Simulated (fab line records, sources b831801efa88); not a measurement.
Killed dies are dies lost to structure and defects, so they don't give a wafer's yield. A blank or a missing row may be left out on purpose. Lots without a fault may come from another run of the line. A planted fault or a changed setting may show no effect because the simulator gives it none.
fab line records | flow sky130
record lots=5 wafers=15 last_day=49
route steps=708 shown SD_N@345 SD_P@359 RES_XHIGH@360 SALICIDE@361 LI_CONTACT@362
lots that met no fault: from a run of the same line without faults
start_h: hours from the record's first day to the start of the lot's first wafer shown | wait_h: hours since the lot's step before | " the same as in the row above | L1.1+2: a row that stands for several wafers | - no value, or no start given | * or withheld: withheld | < > ~ a bound
route shown NAME@n: a module of which the file shows steps, and the number in the route of the first | usual: mean/standard deviation of fault-free wafers | same: alike in all rows | chamber/n: place in a boat | sites: the reading at each site | _std_site: their standard deviation | _edge_site: outer sites' mean less inner sites' | radius_mm: how far each site lies from the wafer's centre | mask NAME#n: copy n | behind: the tool/chamber that last shaped the wafer | hold: why the lot was held/for how many hours/how that ended | device: the transistor (n, p or np) that didn't switch | end of line: the same wafers' tests at the end of the route | a step without rows: its recipe alone | killed: dies lost to structure and defects at the first sort, not the wafer's yield | map: a wafer's dies, x killed, . not, _ none there
set.NAME: the setting as run; set.NAME@STEP: as run at that earlier step | model.NAME: the simulator's own value behind a step, which no gauge read
lots at some steps of the route; a table a step, a row a wafer
services: from which hour (start_h, from the record's first day; less than 0 if before it) a tool's chamber was out of use, for how many hours, and why
## steps
# step SKY_SD_N_SOFTBAKE_03
# recipe temp_c=90 time_s=60 resist=NOVOLAK
# columns lot.wafer tool chamber start_h wait_h
L077.3+5+6 litho_track-01 0 655.21 0.1
L082.2+3+5 litho_track-03 0 693.34 0.1
L085.2+5+6 litho_track-01 0 720.69 0.1
L091.3+4+6 litho_track-03 0 766.86 0.1
L092.3+4+5 litho_track-02 0 770.16 0.1
# step SKY_SD_N_EXPOSE_04
# recipe mask_id=NSDM na=0.6 source_shape=conventional sigma_outer=0.6 polarization=unpolarized target_cd_nm=380 dose_mj=141
# same sigma_outer=0.6
# columns lot.wafer tool chamber start_h wait_h mask
L077.3+5+6 iline_stepper-02 0 - - NSDM#0
L082.2+3+5 iline_stepper-01 0 - - NSDM#0
L085.2+5+6 iline_stepper-01 0 - - NSDM#0
L091.3+4+6 iline_stepper-01 0 - - NSDM#0
L092.3+4+5 iline_stepper-01 0 - - NSDM#0
# step SKY_SD_N_PEB_05
# recipe temp_c=withheld time_s=* resist=NOVOLAK
# columns lot.wafer tool chamber start_h wait_h
L077.3+5+6 litho_track-02 0 - -
L082.2+3+5 litho_track-02 0 - -
L085.2+5+6 litho_track-03 0 - -
L091.3+4+6 litho_track-02 0 - -
L092.3+4+5 litho_track-02 0 - -
# step SKY_SD_N_DEVELOP_06
# recipe resist=NOVOLAK developer=TMAH develop_time_s=60 dev_temp_c=23
# same develop_time_s=60
# columns lot.wafer tool chamber start_h wait_h
L077.3+5+6 litho_track-02 0 669.01 0.1
L082.2+3+5 litho_track-02 0 707.23 0.1
L085.2+5+6 litho_track-03 0 734.44 0.1
L091.3+4+6 litho_track-02 0 780.11 0.1
L092.3+4+5 litho_track-02 0 783.66 0.1
# step SKY_SD_N_CD_MEAS_07
# recipe target_cd_nm=380
# usual cd_nm=379.2/2.9
# columns lot.wafer tool chamber start_h wait_h cd_nm
L077.3 cd_sem-01 - 669.15 0.1 382.8
L077.5 " - " " 383.7
L077.6 " - " " 383.5
L082.2 cd_sem-01 - 707.38 0.1 378.4
L082.3 " - " " 379.1
L082.5 " - " " 378.1
L085.2 cd_sem-02 - 734.58 0.1 377.6
L085.5 " - " " 378.7
L085.6 " - " " 377.8
L091.3 cd_sem-02 - 780.25 0.1 377.9
L091.4 " - " " 375.6
L091.6 " - " " 377.7
L092.3 cd_sem-02 - 783.80 0.1 380.8
L092.4 " - " " 383.2
L092.5 " - " " 382.6
# step SKY_SD_N_OVL_MEAS_08
# usual SD_N_OVL=0.5/1.2
# columns lot.wafer tool chamber start_h wait_h SD_N_OVL[nm]
L077.3 overlay-02 - 669.24 0.1 -0.9
L077.5 " - " " 0.1
L077.6 " - " " -2.3
L082.2 overlay-01 - 707.48 0.1 1.2
L082.3 " - " " 2.4
L082.5 " - " " 3.1
L085.2 overlay-02 - 734.69 0.1 3.1
L085.5 " - " " 1.8
L085.6 " - " " 0.0
L091.3 overlay-02 - 780.34 0.1 1.7
L091.4 " - " " 2.6
L091.6 " - " " -0.1
L092.3 overlay-01 - 783.89 0.1 -0.8
L092.4 " - " " -0.7
L092.5 " - " " -1.6
# step SKY_SD_N_IMPLANT_09
# recipe species=As energy_kev=50 dose_cm2=4e+15 tilt_deg=0
# usual beam_energy_keV=50.001/0.014 beam_on_s=18.3/1.6
# columns lot.wafer tool chamber start_h wait_h beam_energy_keV beam_on_s
L077.3 implanter-03 0 669.31 0.1 50.006 18.0
L077.5 " 0 " " 50.007 17.6
L077.6 " 0 " " 49.999 18.5
L082.2 implanter-03 0 707.54 0.0 49.990 18.3
L082.3 " 0 " " 49.994 18.0
L082.5 " 0 " " 49.981 17.9
L085.2 implanter-01 0 734.74 0.0 49.983 19.2
L085.5 " 0 " " 50.014 20.0
L085.6 " 0 " " 50.005 19.4
L091.3 implanter-01 0 780.41 0.1 50.012 20.5
L091.4 " 0 " " 49.989 20.2
L091.6 " 0 " " 50.004 20.4
L092.3 implanter-01 0 783.96 0.1 50.004 19.5
L092.4 " 0 " " 50.000 19.9
L092.5 " 0 " " 49.970 19.4
# step SKY_SD_N_IMPLANT_10
# recipe species=P energy_kev=20 dose_cm2=1e+14 tilt_deg=0
# usual beam_energy_keV=20.001/0.0063 beam_on_s=11.0/0.78
# columns lot.wafer tool chamber start_h wait_h beam_energy_keV beam_on_s
L077.3 implanter-03 0 669.46 0.1 19.999 10.7
L077.5 " 0 " " 19.999 10.6
L077.6 " 0 " " 19.998 10.5
L082.2 implanter-03 0 707.69 0.1 20.011 10.8
L082.3 " 0 " " 19.999 10.2
L082.5 " 0 " " 20.005 10.7
L085.2 implanter-01 0 734.89 0.1 20.001 11.5
L085.5 " 0 " " 20.001 11.6
L085.6 " 0 " " 20.006 11.9
L091.3 implanter-01 0 780.56 0.1 19.993 11.3
L091.4 " 0 " " 20.001 11.8
L091.6 " 0 " " 20.000 11.8
L092.3 implanter-01 0 784.11 0.1 20.012 11.4
L092.4 " 0 " " 20.003 11.6
L092.5 " 0 " " 20.004 12.0
# step SKY_SD_N_STRIP_11
# recipe chemistry=O2/N2 power_w=1400 pressure_mtorr=1500 platen_temp_c=withheld o2_flow_sccm=3000 n2_flow_sccm=300 overash_fraction=0.5
# usual drypump_motor_current_A=5.5/0.48 oes_product_au=0.527/0.005 strip_time_to_endpoint_s=22.56/0.036
# columns lot.wafer tool chamber start_h wait_h drypump_motor_current_A oes_product_au rf_hours_counter_h strip_time_to_endpoint_s
L077.3 plasma_asher-03 0 669.60 0.1 6.2 0.524 - 22.56
L077.5 " 1 " " 6.2 0.527 - 22.51
L077.6 " 0 " " 6.2 0.528 - 22.59
L082.2 plasma_asher-03 1 707.81 0.1 6.2 0.523 105 22.56
L082.3 " 0 " " 6.2 0.533 - 22.56
L082.5 " 0 " " 6.2 0.534 - 22.53
L085.2 plasma_asher-01 0 735.02 0.1 5.8 0.521 65 22.55
L085.5 " 0 " " 5.8 0.527 - 22.54
L085.6 " 1 " " 4.9 0.520 - 22.58
L091.3 plasma_asher-02 1 780.70 0.1 5.1 0.528 - 22.55
L091.4 " 0 " " 5.9 0.523 - 22.57
L091.6 " 1 " " 5.1 0.521 - 22.55
L092.3 plasma_asher-02 0 784.25 0.1 5.8 0.523 - 22.55
L092.4 " 1 " " 5.1 0.532 - 22.52
L092.5 " 1 " " 5.1 0.524 - 22.52
# step SKY_SD_N_TW_MEAS_12
# usual SD_N_TW=3970/32
# columns lot.wafer tool chamber start_h wait_h SD_N_TW
L077.3 film_metro-03 - 669.68 0.1 3977
L077.5 " - " " 3976
L077.6 " - " " 3978
L082.2 film_metro-03 - 707.92 0.1 3934
L082.3 " - " " 3937
L082.5 " - " " 3954
L085.2 film_metro-04 - 735.13 0.1 3990
L085.5 " - " " 4033
L085.6 " - " " 4010
L091.3 film_metro-03 - 780.78 0.1 3951
L091.4 " - " " 3975
L091.6 " - " " 3947
L092.3 film_metro-03 - 784.33 0.1 3969
L092.4 " - " " 3961
L092.5 " - " " 3945
# step SKY_SD_N_CLEAN_13
# recipe chemistry=SC1/SC2 mix=1:4:20 temp_c=70 time_s=150 dry=n2_spin
# columns lot.wafer tool chamber start_h wait_h
L077.3+5+6 wet_bench-04 2 669.72 0.0
L082.2+3+5 wet_bench-02 1 707.97 0.0
L085.2+5+6 wet_bench-04 3 735.18 0.0
L091.3+4+6 wet_bench-02 1 780.82 0.0
L092.3+4+5 wet_bench-02 0 784.37 0.0
# step SKY_SD_N_RTA_14
# recipe temp_c=1075 time_s=2 idle_temp_c=650 ramp_up_c_per_s=150 ramp_down_c_per_s=90 ambient=N2
# usual lamp_power_pct=15.74/0.053 wafer_temp_C_max=1078.1/1.4
# columns lot.wafer tool chamber start_h wait_h lamp_power_pct wafer_temp_C_max
L077.3 rtp_anneal-02 0 669.79 0.0 15.87 1078.6
L077.5 " 0 " " 15.75 1079.1
L077.6 " 0 " " 15.74 1079.0
L082.2 rtp_anneal-01 0 708.03 0.0 15.75 1076.9
L082.3 " 0 " " 15.70 1077.3
L082.5 " 0 " " 15.80 1077.4
L085.2 rtp_anneal-02 0 735.24 0.0 15.65 1077.6
L085.5 " 0 " " 15.83 1078.9
L085.6 " 0 " " 15.73 1077.0
L091.3 rtp_anneal-01 0 780.89 0.0 15.76 1078.0
L091.4 " 0 " " 15.75 1078.8
L091.6 " 0 " " 15.79 1078.9
L092.3 rtp_anneal-01 0 784.44 0.0 15.83 1076.4
L092.4 " 0 " " 15.82 1078.3
L092.5 " 0 " " 15.71 1076.1
# step SKY_SD_N_RS_MEAS_16
# recipe thk_meas_gauge=four-point-probe
# usual SD_N_RS=68.57/0.15
# columns lot.wafer tool chamber start_h wait_h SD_N_RS[ohm/sq]
L077.3 film_metro-04 - 669.99 0.1 68.39
L077.5 " - " " 68.54
L077.6 " - " " 68.33
L082.2 film_metro-02 - 708.22 0.1 68.72
L082.3 " - " " 68.50
L082.5 " - " " 68.39
L085.2 film_metro-02 - 735.42 0.1 68.53
L085.5 " - " " 68.68
L085.6 " - " " 68.72
L091.3 film_metro-03 - 781.09 0.1 68.59
L091.4 " - " " 68.48
L091.6 " - " " 68.57
L092.3 film_metro-02 - 784.64 0.1 68.83
L092.4 " - " " 68.65
L092.5 " - " " 68.68
# step SKY_SD_N_RS_MEAS_17
# recipe thk_meas_gauge=four-point-probe
# usual SD_P_RS=147.1/0.4
# columns lot.wafer tool chamber start_h wait_h SD_P_RS[ohm/sq]
L077.3 film_metro-04 - 670.11 0.1 146.0
L077.5 " - " " 146.7
L077.6 " - " " 146.7
L082.2 film_metro-02 - 708.34 0.1 147.3
L082.3 " - " " 147.1
L082.5 " - " " 146.7
L085.2 film_metro-02 - 735.54 0.1 146.6
L085.5 " - " " 147.6
L085.6 " - " " 147.5
L091.3 film_metro-03 - 781.21 0.1 146.7
L091.4 " - " " 146.6
L091.6 " - " " 146.9
L092.3 film_metro-02 - 784.76 0.1 147.5
L092.4 " - " " 147.4
L092.5 " - " " 147.3
# step SKY_SD_N_RS_MEAS_18
# recipe thk_meas_gauge=four-point-probe
# usual RES_XHIGH_RS=333.0/1.3
# columns lot.wafer tool chamber start_h wait_h RES_XHIGH_RS[ohm/sq]
L077.3 film_metro-04 - 670.23 0.1 330.9
L077.5 " - " " 332.1
L077.6 " - " " 331.8
L082.2 film_metro-02 - 708.46 0.1 332.9
L082.3 " - " " 331.6
L082.5 " - " " 332.8
L085.2 film_metro-02 - 735.66 0.1 334.4
L085.5 " - " " 333.6
L085.6 " - " " 335.7
L091.3 film_metro-03 - 781.33 0.1 331.5
L091.4 " - " " 332.0
L091.6 " - " " 332.5
L092.3 film_metro-02 - 784.88 0.1 332.7
L092.4 " - " " 333.2
L092.5 " - " " 333.0
# step SKY_SALICIDE_CLEAN_00
# recipe chemistry=HF-last time_s=30 dilution=100:1 dry=ipa_marangoni
# columns lot.wafer tool chamber start_h wait_h
L077.3+5+6 wet_bench-02 1 670.31 0.1
L082.2+3+5 wet_bench-03 3 708.56 0.1
L085.2+5+6 wet_bench-03 2 735.76 0.1
L091.3+4+6 wet_bench-03 3 781.41 0.1
L092.3+4+5 wet_bench-02 1 784.96 0.1
# step SKY_LI_CONTACT_HDPCVD_00
# recipe material=PSG target_thk_nm=930 sigma_open_frac=0.3 time_s=155 temp_c=600 sih4_flow_sccm=60 pressure_mtorr=6
# usual pressure_mtorr=6.001/0.012
# columns lot.wafer tool chamber start_h wait_h pressure_mtorr
L077.3 hdpcvd-01 0 670.38 0.1 6.007
L077.5 " 0 " " 6.027
L077.6 " 2 " " 6.004
L082.2 hdpcvd-01 0 708.57 0.0 5.998
L082.3 " 1 " " 5.989
L082.5 " 0 " " 6.010
L085.2 hdpcvd-01 1 735.78 0.0 6.013
L085.5 " 2 " " 6.000
L085.6 " 0 " " 6.014
L091.3 hdpcvd-01 1 781.43 0.0 5.980
L091.4 " 1 " " 5.973
L091.6 " 0 " " 6.001
L092.3 hdpcvd-02 1 785.03 0.1 6.011
L092.4 " 2 " " 6.009
L092.5 " 2 " " 5.998
# step SKY_LI_CONTACT_THK_MEAS_01
# recipe reads=PSG_of_LI_CONTACT_HDPCVD_00
# usual LI_CONTACT_HDPCVD_THK=926/13
# columns lot.wafer tool chamber start_h wait_h LI_CONTACT_HDPCVD_THK[nm]
L077.3 film_metro-04 - 670.50 0.1 921
L077.5 " - " " 918
L077.6 " - " " 911
L082.2 film_metro-02 - 708.69 0.1 915
L082.3 " - " " 932
L082.5 " - " " 930
L085.2 film_metro-03 - 735.89 0.1 937
L085.5 " - " " 929
L085.6 " - " " 932
L091.3 film_metro-02 - 781.55 0.1 925
L091.4 " - " " 931
L091.6 " - " " 925
L092.3 film_metro-03 - 785.15 0.1 952
L092.4 " - " " 927
L092.5 " - " " 926
# step SKY_LI_CONTACT_CMP_02
# recipe material=PSG down_force_psi=4 platen_rpm=60 pad_velocity_m_s=0.94248
# usual motor_current_A=12.7/1.6 slurry_filter_dp_kPa=13.47/0.13 time_to_endpoint_s=30/3.5
# columns lot.wafer tool chamber start_h wait_h motor_current_A slurry_filter_dp_kPa time_to_endpoint_s
L077.3 cmp-01 3 670.54 0.0 16.7 13.56 31
L077.6 " 3 " " 16.0 13.44 31
L077.5 " 0 " " 12.2 13.35 24
L082.2 cmp-02 1 708.79 0.1 11.4 13.75 34
L082.3 " 3 " " 11.7 13.30 31
L082.5 " 1 " " 12.0 13.47 36
L085.2 cmp-01 0 736.04 0.1 12.4 13.67 25
L085.6 " 2 " " 11.2 13.28 31
L085.5 " 3 " " 16.9 13.33 33
L091.3 cmp-02 2 781.59 0.0 13.4 13.53 37
L091.4 " 3 " " 12.1 13.41 33
L091.6 " 2 " " 13.0 13.35 34
L092.4 cmp-01 3 785.29 0.1 16.0 13.45 30
L092.3 " 0 " " 12.1 13.57 30
L092.5 " 1 " " 12.0 13.28 29
# step SKY_LI_CONTACT_BOW_MEAS_03
# recipe mode=bow
# usual LI_CONTACT_BOW=56/7.1
# columns lot.wafer tool chamber start_h wait_h LI_CONTACT_BOW[um]
L077.3 film_metro-02 - 670.88 0.3 59
L077.5 " - " " 53
L077.6 " - " " 57
L082.2 film_metro-04 - 709.06 0.2 48
L082.3 " - " " 50
L082.5 " - " " 54
L085.2 film_metro-02 - 736.26 0.2 57
L085.5 " - " " 57
L085.6 " - " " 66
L091.3 film_metro-04 - 781.93 0.3 76
L091.4 " - " " 59
L091.6 " - " " 55
L092.3 film_metro-03 - 785.53 0.1 62
L092.4 " - " " 49
L092.5 " - " " 65
# step SKY_LI_CONTACT_DEHYDRATE_04
# recipe temp_c=200 time_s=60
# columns lot.wafer tool chamber start_h wait_h
L077.3+5+6 litho_track-04 0 684.72 13.8
L082.2+3+5 litho_track-01 0 722.24 13.2
L085.2+5+6 litho_track-04 0 749.60 13.3
L091.3+4+6 litho_track-01 0 794.71 12.8
L092.3+4+5 litho_track-04 0 799.02 13.5
# step SKY_LI_CONTACT_HMDS_05
# recipe prime_time_s=60 prime_temp_c=120
# columns lot.wafer tool chamber start_h wait_h
L077.3+5+6 litho_track-04 0 684.87 0.1
L082.2+3+5 litho_track-01 0 722.39 0.1
L085.2+5+6 litho_track-04 0 749.75 0.1
L091.3+4+6 litho_track-01 0 794.86 0.1
L092.3+4+5 litho_track-04 0 799.17 0.1
# step SKY_LI_CONTACT_COAT_06
# recipe resist=BARC temp_c=withheld time_s=withheld spin_rpm=3000 resist_thk_nm=60
# columns lot.wafer tool chamber start_h wait_h
L077.3+5+6 litho_track-04 0 685.02 0.1
L082.2+3+5 litho_track-01 0 722.54 0.1
L085.2+5+6 litho_track-04 0 749.90 0.1
L091.3+4+6 litho_track-01 0 795.01 0.1
L092.3+4+5 litho_track-04 0 799.32 0.1
# step SKY_LI_CONTACT_COAT_07
# recipe resist=KrF-thick spin_rpm=3000 resist_thk_nm=450
# columns lot.wafer tool chamber start_h wait_h
L077.3+5+6 litho_track-04 0 - -
L082.2+3+5 litho_track-01 0 - -
L085.2+5+6 litho_track-04 0 - -
L091.3+4+6 litho_track-01 0 - -
L092.3+4+5 litho_track-04 0 - -
# step SKY_LI_CONTACT_SOFTBAKE_08
# recipe temp_c=100.9 time_s=90 resist=KrF-thick
# columns lot.wafer tool chamber start_h wait_h
L077.3+5+6 litho_track-04 0 - -
L082.2+3+5 litho_track-01 0 - -
L085.2+5+6 litho_track-04 0 - -
L091.3+4+6 litho_track-01 0 - -
L092.3+4+5 litho_track-04 0 - -
# step SKY_LI_CONTACT_EXPOSE_09
# recipe mask_id=LICM1 na=0.8 source_shape=annular sigma_inner=0.55 sigma_outer=0.85 target_cd_nm=170 dose_mj=38
# same sigma_outer=0.85
# columns lot.wafer tool chamber start_h wait_h mask
L077.3+5+6 krf_scanner-02 0 - - LICM1#0
L082.2+3+5 krf_scanner-01 0 - - LICM1#0
L085.2+5+6 krf_scanner-02 0 - - LICM1#0
L091.3+4+6 krf_scanner-02 0 - - LICM1#0
L092.3+4+5 krf_scanner-02 0 - - LICM1#0
# step SKY_LI_CONTACT_PEB_10
# recipe peb_temp_c=withheld peb_time_s=withheld resist=KrF-thick
# columns lot.wafer tool chamber start_h wait_h
L077.3+5+6 litho_track-04 0 - -
L082.2+3+5 litho_track-02 0 - -
L085.2+5+6 litho_track-04 0 - -
L091.3+4+6 litho_track-02 0 - -
L092.3+4+5 litho_track-02 0 - -
# step SKY_LI_CONTACT_DEVELOP_11
# recipe develop_time_s=60 resist=KrF-thick dev_temp_c=21
# same develop_time_s=60
# columns lot.wafer tool chamber start_h wait_h
L077.3+5+6 litho_track-04 0 - -
L082.2+3+5 litho_track-02 0 - -
L085.2+5+6 litho_track-04 0 - -
L091.3+4+6 litho_track-02 0 - -
L092.3+4+5 litho_track-02 0 - -
# step SKY_LI_CONTACT_CD_MEAS_12
# recipe target_cd_nm=170
# usual cd_nm=170.1/1.8
# columns lot.wafer tool chamber start_h wait_h cd_nm
L077.3 cd_sem-02 - 699.36 - 173.3
L077.5 " - " " 171.5
L077.6 " - " " 172.0
L082.2 cd_sem-01 - 736.78 - 170.5
L082.3 " - " " 169.2
L082.5 " - " " 170.4
L085.2 cd_sem-02 - 764.44 - 171.8
L085.5 " - " " 170.2
L085.6 " - " " 171.7
L091.3 cd_sem-02 - 809.35 - 172.2
L091.4 " - " " 171.6
L091.6 " - " " 171.1
L092.3 cd_sem-01 - 813.80 - 170.6
L092.4 " - " " 171.2
L092.5 " - " " 170.5
# step SKY_LI_CONTACT_OVL_MEAS_13
# usual LI_CONTACT_OVL=-1/6.3
# columns lot.wafer tool chamber start_h wait_h LI_CONTACT_OVL[nm]
L077.3 overlay-01 - 699.45 0.1 0
L077.5 " - " " -9
L077.6 " - " " 3
L082.2 overlay-02 - 736.88 0.1 -1
L082.3 " - " " -1
L082.5 " - " " 3
L085.2 overlay-02 - 764.55 0.1 7
L085.5 " - " " 3
L085.6 " - " " 4
L091.3 overlay-02 - 809.44 0.1 0
L091.4 " - " " -9
L091.6 " - " " -4
L092.3 overlay-02 - 813.89 0.1 2
L092.4 " - " " 8
L092.5 " - " " 0
# step SKY_LI_CONTACT_ETCH_14
# recipe chemistry=N2/H2 target=BARC ion_energy_ev=200 source_w=500 bias_w=100 pressure_mtorr=30 n2_flow_sccm=100 h2_flow_sccm=200 stop_on=SiO2 time_s=45.9 target_depth_a=600
# usual drypump_motor_current_A=5.7/0.34 oes_product_au=0.855/0.0046 throttle_valve_pct=13.226/0.0091
# columns lot.wafer tool chamber start_h wait_h drypump_motor_current_A oes_product_au rf_hours_counter_h throttle_valve_pct
L077.3 rie_diel-03 1 699.48 0.0 6.0 0.852 10 13.223
L077.5 " 1 " " 6.0 0.853 - 13.234
L077.6 " 0 " " 6.0 0.859 - 13.227
L082.2 rie_diel-03 2 736.91 0.0 5.6 0.860 3 13.232
L082.3 " 3 " " 5.9 0.851 8 13.228
L082.5 " 2 " " 5.6 0.865 - 13.227
L085.2 rie_diel-03 2 764.58 0.0 5.6 0.856 3 13.213
L085.5 " 1 " " 6.0 0.861 - 13.221
L085.6 " 3 " " 5.9 0.851 - 13.218
L091.3 rie_diel-02 1 809.47 0.0 5.1 0.853 8 13.230
L091.4 " 0 " " 5.5 0.857 8 13.215
L091.6 " 3 " " 6.2 0.845 - 13.221
L092.3 rie_diel-03 3 813.92 0.0 5.8 0.860 11 13.221
L092.4 " 0 " " 6.0 0.851 5 13.213
L092.5 " 1 " " 6.0 0.859 - 13.227
# step SKY_LI_CONTACT_ETCH_15
# recipe target=PSG chemistry=C4F8/O2/Ar stop_on=Si taper_deg=4.15 mask_material=KrF-thick source_w=1500 bias_w=1200 pressure_mtorr=40 c4f8_flow_sccm=withheld O2_flow_sccm=6 Ar_flow_sccm=300 time_s=withheld target_depth_a=6000
# usual oes_product_au=0.844/0.0048
# columns lot.wafer tool chamber start_h wait_h oes_product_au
L077.3 rie_diel-03 1 699.52 0.0 0.840
L077.5 " 1 " " 0.855
L077.6 " 0 " " 0.852
L082.2 rie_diel-03 2 736.96 0.0 0.841
L082.3 " 3 " " 0.842
L082.5 " 2 " " 0.843
L085.2 rie_diel-03 2 764.62 0.0 0.840
L085.5 " 1 " " 0.843
L085.6 " 3 " " 0.845
L091.3 rie_diel-02 1 809.51 0.0 0.844
L091.4 " 0 " " 0.837
L091.6 " 3 " " 0.847
L092.3 rie_diel-03 3 813.96 0.0 0.846
L092.4 " 0 " " 0.844
L092.5 " 1 " " 0.839
# step SKY_LI_CONTACT_STRIP_16
# recipe chemistry=O2/N2 power_w=1400 pressure_mtorr=1500 platen_temp_c=withheld o2_flow_sccm=3000 n2_flow_sccm=300 overash_fraction=0.5
# usual drypump_motor_current_A=5.6/0.47 oes_product_au=0.376/0.0049 strip_time_to_endpoint_s=3.52/0.039
# columns lot.wafer tool chamber start_h wait_h drypump_motor_current_A oes_product_au rf_hours_counter_h strip_time_to_endpoint_s
L077.3 plasma_asher-02 1 699.64 - 5.1 0.369 - 3.55
L077.5 " 1 " " 5.1 0.377 - 3.56
L077.6 " 0 " " 5.9 0.379 - 3.48
L082.2 plasma_asher-02 0 737.04 - 5.8 0.377 28 3.50
L082.3 " 1 " " 5.1 0.377 - 3.54
L082.5 " 0 " " 5.8 0.376 - 3.52
L085.2 plasma_asher-01 1 764.70 - 4.9 0.375 69 3.50
L085.5 " 1 " " 4.9 0.388 - 3.57
L085.6 " 0 " " 5.8 0.378 - 3.53
L091.3 plasma_asher-01 0 809.63 - 5.8 0.374 - 3.50
L091.4 " 1 " " 4.9 0.387 - 3.61
L091.6 " 0 " " 5.8 0.377 - 3.57
L092.3 plasma_asher-02 1 814.08 - 5.2 0.371 - 3.56
L092.4 " 0 " " 5.9 0.388 - 3.52
L092.5 " 0 " " 5.9 0.375 - 3.60
# step SKY_LI_CONTACT_CLEAN_17
# recipe chemistry=NMP time_s=600 temp_c=60 dry=n2_spin
# columns lot.wafer tool chamber start_h wait_h
L077.3+5+6 wet_bench-03 2 699.70 0.0
L082.2+3+5 wet_bench-01 3 737.14 0.1
L085.2+5+6 wet_bench-03 0 764.80 0.1
L091.3+4+6 wet_bench-03 1 809.72 0.1
L092.3+4+5 wet_bench-01 2 814.14 0.0
# step SKY_LI_CONTACT_PRE_CLEAN_18
# recipe gas=Ar time_s=5.6 bias_v=358
# columns lot.wafer tool chamber start_h wait_h
L077.3+5+6 pvd_sputter-04 - 699.90 0.0
L082.2+3+5 pvd_sputter-04 - 737.32 0.0
L085.2+5+6 pvd_sputter-02 - 764.98 0.0
L091.3+4+6 pvd_sputter-02 - 809.89 0.0
L092.3+4+5 pvd_sputter-04 - 814.33 0.0
# step SKY_LI_CONTACT_SPUTTER_19
# recipe material=Ti target_thk_nm=20 chamber_pressure_pa=5 power_w=2500 substrate_temp_c=200 time_s=106.37
# usual throttle_valve_pct=29.8/1.2
# columns lot.wafer tool chamber start_h wait_h throttle_valve_pct
L077.3 pvd_sputter-04 - 699.91 0.0 28.2
L077.5 " - " " 29.2
L077.6 " - " " 29.2
L082.2 pvd_sputter-04 - 737.34 0.0 29.7
L082.3 " - " " 29.3
L082.5 " - " " 32.2
L085.2 pvd_sputter-02 - 765.00 0.0 29.1
L085.5 " - " " 29.0
L085.6 " - " " 30.7
L091.3 pvd_sputter-02 - 809.91 0.0 30.7
L091.4 " - " " 29.3
L091.6 " - " " 30.5
L092.3 pvd_sputter-04 - 814.35 0.0 29.1
L092.4 " - " " 28.2
L092.5 " - " " 32.2
# step SKY_LI_CONTACT_SPUTTER_20
# recipe material=TiN target_thk_nm=20 chamber_pressure_pa=5 power_w=4000 time_s=80
# usual throttle_valve_pct=29.8/1.2
# columns lot.wafer tool chamber start_h wait_h throttle_valve_pct
L077.3 pvd_sputter-04 - 699.99 0.0 28.2
L077.5 " - " " 29.5
L077.6 " - " " 29.4
L082.2 pvd_sputter-04 - 737.41 0.0 29.6
L082.3 " - " " 29.5
L082.5 " - " " 32.2
L085.2 pvd_sputter-02 - 765.08 0.0 29.2
L085.5 " - " " 28.9
L085.6 " - " " 30.5
L091.3 pvd_sputter-02 - 809.99 0.0 30.7
L091.4 " - " " 29.3
L091.6 " - " " 30.7
L092.3 pvd_sputter-04 - 814.43 0.0 29.4
L092.4 " - " " 28.3
L092.5 " - " " 32.2
# step SKY_LI_CONTACT_CVD_21
# recipe material=W target_thk_nm=400 time_s=120.56 temp_c=400 pressure_torr=40
# usual heater_power_outer_w=486/43 heater_power_w=784/39
# columns lot.wafer tool chamber start_h wait_h heater_power_outer_w heater_power_w
L077.3 cvd_w-02 1 700.09 0.1 410 719
L077.5 " 0 " " 490 813
L077.6 " 1 " " 434 737
L082.2 cvd_w-02 0 737.47 0.0 493 803
L082.3 " 1 " " 424 729
L082.5 " 0 " " 489 773
L085.2 cvd_w-02 0 765.14 0.0 486 807
L085.5 " 1 " " 418 747
L085.6 " 0 " " 508 784
L091.3 cvd_w-02 1 810.09 0.1 416 748
L091.4 " 0 " " 503 785
L091.6 " 1 " " 428 702
L092.3 cvd_w-01 0 814.53 0.1 522 829
L092.4 " 1 " " 531 834
L092.5 " 1 " " 526 828
# step SKY_LI_CONTACT_RS_MEAS_22
# recipe thk_meas_gauge=four-point-probe reads=W_of_LI_CONTACT_CVD_21+TiN_of_LI_CONTACT_SPUTTER_20+Ti_of_LI_CONTACT_SPUTTER_19
# usual LI_CONTACT_W_RS=0.287/0.004
# columns lot.wafer tool chamber start_h wait_h LI_CONTACT_W_RS[ohm/sq]
L077.3 film_metro-03 - 700.22 0.1 0.283
L077.5 " - " " 0.286
L077.6 " - " " 0.279
L082.2 film_metro-04 - 737.62 0.1 0.296
L082.3 " - " " 0.289
L082.5 " - " " 0.293
L085.2 film_metro-03 - 765.28 0.1 0.292
L085.5 " - " " 0.287
L085.6 " - " " 0.292
L091.3 film_metro-04 - 810.21 0.1 0.291
L091.4 " - " " 0.287
L091.6 " - " " 0.286
L092.3 film_metro-02 - 814.66 0.1 0.285
L092.4 " - " " 0.291
L092.5 " - " " 0.291
# step SKY_LI_CONTACT_THK_MEAS_23
# recipe thk_meas_gauge=xrf reads=W_of_LI_CONTACT_CVD_21
# usual LI_CONTACT_W_THK=394/7.4
# columns lot.wafer tool chamber start_h wait_h LI_CONTACT_W_THK[nm]
L077.3 film_metro-03 - 700.32 0.1 406
L077.5 " - " " 400
L077.6 " - " " 410
L082.2 film_metro-04 - 737.73 0.1 380
L082.3 " - " " 387
L082.5 " - " " 385
L085.2 film_metro-03 - 765.39 0.1 389
L085.5 " - " " 397
L085.6 " - " " 389
L091.3 film_metro-04 - 810.31 0.1 379
L091.4 " - " " 389
L091.6 " - " " 386
L092.3 film_metro-02 - 814.76 0.1 397
L092.4 " - " " 390
L092.5 " - " " 391
## services
# columns tool chamber start_h hours kind
implanter-01 - 638.86 6.8 repair
hdpcvd-01 - 648.22 5.5 pm
iline_stepper-01 - 650.42 1.7 pm
hdpcvd-01 - 653.68 15.0 pm
hdpcvd-01 1 656.37 22.6 repair
krf_scanner-02 - 661.82 4.0 pm
implanter-01 - 670.44 4.1 repair
iline_stepper-01 - 673.58 7.5 repair
krf_scanner-02 - 677.18 0.7 repair
cvd_w-02 - 688.09 2.8 pm
wet_bench-02 - 693.23 1.1 repair
iline_stepper-01 - 700.23 2.4 repair
pvd_sputter-02 - 707.91 2.9 repair
implanter-01 - 722.09 10.0 repair
rie_diel-03 2 727.63 5.0 repair
krf_scanner-02 - 739.05 1.3 pm
krf_scanner-02 - 744.60 1.0 pm
krf_scanner-02 - 745.60 0.8 pm
plasma_asher-02 - 760.17 2.8 pm
rie_diel-03 0 761.57 12.7 repair
krf_scanner-02 - 763.73 0.5 repair
hdpcvd-01 - 778.04 3.2 repair
implanter-01 - 802.52 49.0 repair
pvd_sputter-04 - 803.60 1.3 repair
## key
fault none
